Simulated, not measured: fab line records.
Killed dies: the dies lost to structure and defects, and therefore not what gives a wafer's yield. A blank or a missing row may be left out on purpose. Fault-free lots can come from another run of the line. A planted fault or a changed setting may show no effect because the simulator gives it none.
Split-lot study | flow sfq-line | on a route of 325 steps: 5 lots, 23 wafers read

## SPLIT DETAILS
At SFQ_TRILAYER_I7_VIA_LITHO_COAT_187 (resist thk 650 nm), the setting resist-thk-nm was moved away from the recipe's 650 nm on 8 of the 23 wafers read, by -3.7% to +5.5%. The other wafers ran this setting at the recipe's value.

The file shows no step between the split and the reading.

## THE READING
KrF_of_TRILAYER_I7_VIA_LITHO_COAT_187.thk-nm (the simulator's own value, which no gauge read), in nm, at SFQ_TRILAYER_I7_VIA_BARC_OPEN_VIA_ETCH_260 (etches BARC in O2, target depth 125 nm, time 41.7 s). There is no usual value for it anywhere in the file. Average 572.4 nm, standard deviation 3 nm, over the 15 wafers here run with the recipe.

wafer  | tool, chamber at the split | resist-thk-nm as run, nm | against the recipe | KrF_of_TRILAYER_I7_VIA_LITHO_COAT_187.thk-nm, nm | against lot-mates on the recipe
L074.3 | litho-track-01, 0          | 650                      | recipe             | 572.1                                            | -
L074.4 | litho-track-01, 0          | 650                      | recipe             | 573.4                                            | -
L074.5 | litho-track-01, 0          | 650                      | recipe             | 573.8                                            | -
L078.1 | litho-track-01, 0          | 650                      | recipe             | 569.9                                            | -
L078.2 | litho-track-01, 0          | 650                      | recipe             | 569                                              | -
L078.4 | litho-track-01, 0          | 650                      | recipe             | 572.5                                            | -
L078.5 | litho-track-01, 0          | 662.4                    | +1.9%              | 583.5                                            | +13.0
L078.6 | litho-track-01, 0          | 662.4                    | +1.9%              | 586.3                                            | +15.8
L079.1 | litho-track-02, 0          | 650                      | recipe             | 576.2                                            | -
L079.2 | litho-track-02, 0          | 650                      | recipe             | 577.9                                            | -
L079.3 | litho-track-02, 0          | 667.9                    | +2.8%              | 590.7                                            | +15.0
L079.4 | litho-track-02, 0          | 667.9                    | +2.8%              | 593.2                                            | +17.5
L079.6 | litho-track-02, 0          | 650                      | recipe             | 573.1                                            | -
L083.1 | litho-track-02, 0          | 650                      | recipe             | 576.9                                            | -
L083.2 | litho-track-02, 0          | 685.7                    | +5.5%              | 611.6                                            | +38.2
L083.4 | litho-track-02, 0          | 650                      | recipe             | 573.2                                            | -
L083.5 | litho-track-02, 0          | 650                      | recipe             | 570.2                                            | -
L083.6 | litho-track-02, 0          | 685.7                    | +5.5%              | 606.8                                            | +33.4
L084.1 | litho-track-01, 0          | 650                      | recipe             | 572.4                                            | -
L084.2 | litho-track-01, 0          | 650                      | recipe             | 568.9                                            | -
L084.3 | litho-track-01, 0          | 650                      | recipe             | 567.2                                            | -
L084.4 | litho-track-01, 0          | 626.1                    | -3.7%              | 548.1                                            | -21.4
L084.5 | litho-track-01, 0          | 626.1                    | -3.7%              | 548.8                                            | -20.7

FIT RESULTS
A straight line over all 23 wafers: KrF_of_TRILAYER_I7_VIA_LITHO_COAT_187.thk-nm changes by +6.68 nm for each +1% of resist-thk-nm; r = +0.98; the points scatter about the line by 2.7 nm.
The same after taking each lot's own level away (the mean of its wafers on the recipe; 23 wafers): +6.25 nm for each +1%; r = +0.99; scatter 2.2 nm.
On that fit, the largest move of resist-thk-nm shifts the reading by 34 nm.
The lots' own levels span 569.50 to 575.73 nm, that is 2.1 times the standard deviation above.
So the lot-to-lot level changes the slope little: the two slopes agree.
Check: +33.4 nm against its lot-mates is what the line predicts for one of the wafers moved furthest among these (+5.5%) when that wafer is left out of the fit. Against them it came out at +38.2 nm.

## THESE WAFERS: OTHER SPLITS
Other splits were also applied to these wafers ahead of the reading. Each is held against what the fit with the lots' levels taken away leaves over:
other split on the same wafers                 | wafers away from the commonest value | r with KrF_of_TRILAYER_I7_VIA_LITHO_COAT_187.thk-nm (lot level and that fit taken away)
SFQ_TRILAYER_M5_BARC_OPEN_METAL_ETCH_161 icp-w | 11                                   | +0.11
SFQ_TRILAYER_C5_LITHO_COAT_151 resist-thk-nm   | 7                                    | -0.14
SFQ_TRILAYER_C5_BARC_OPEN_VIA_ETCH_210 time-s  | 8                                    | -0.12
SFQ_TRILAYER_M6_LITHO_COAT_164 resist-thk-nm   | 7                                    | -0.17
SFQ_TRILAYER_M6_ETCH_METAL_ETCH_162 time-s     | 7                                    | -0.03
SFQ_TRILAYER_I6_VIA_LITHO_EXPOSE_170 dose-mj   | 10                                   | +0.08
SFQ_TRILAYER_M7_DEP_SPUTTER_175 time-s         | 7                                    | +0.34
SFQ_TRILAYER_M7_ETCH_METAL_ETCH_180 icp-w      | 6                                    | -0.15
SFQ_TRILAYER_I7_DEP_PECVD_183 time-s           | 8                                    | -0.14

## THE WHOLE CHAIN: every reading that the file lists as answering this split, in the file's order
step                                       | what it does                                        | reading                                                                                       | change (the file's fit)              | r (the file's)
SFQ_TRILAYER_I7_VIA_LITHO_COAT_187         | resist thk 650 nm                                   | KrF_of_TRILAYER_I7_VIA_LITHO_COAT_187.thk-nm (the simulator's own value, which no gauge read) | +6.44 nm for each +1% of the setting | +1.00
SFQ_TRILAYER_I7_VIA_BARC_OPEN_VIA_ETCH_260 | etches BARC in O2, target depth 125 nm, time 41.7 s | KrF_of_TRILAYER_I7_VIA_LITHO_COAT_187.thk-nm (the simulator's own value, which no gauge read) | +6.3 nm for each +1% of the setting  | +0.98

## THE FILE'S OWN FIT
KrF_of_TRILAYER_I7_VIA_LITHO_COAT_187.thk-nm changes by +6.3 nm for each +1% of resist-thk-nm, r = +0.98.
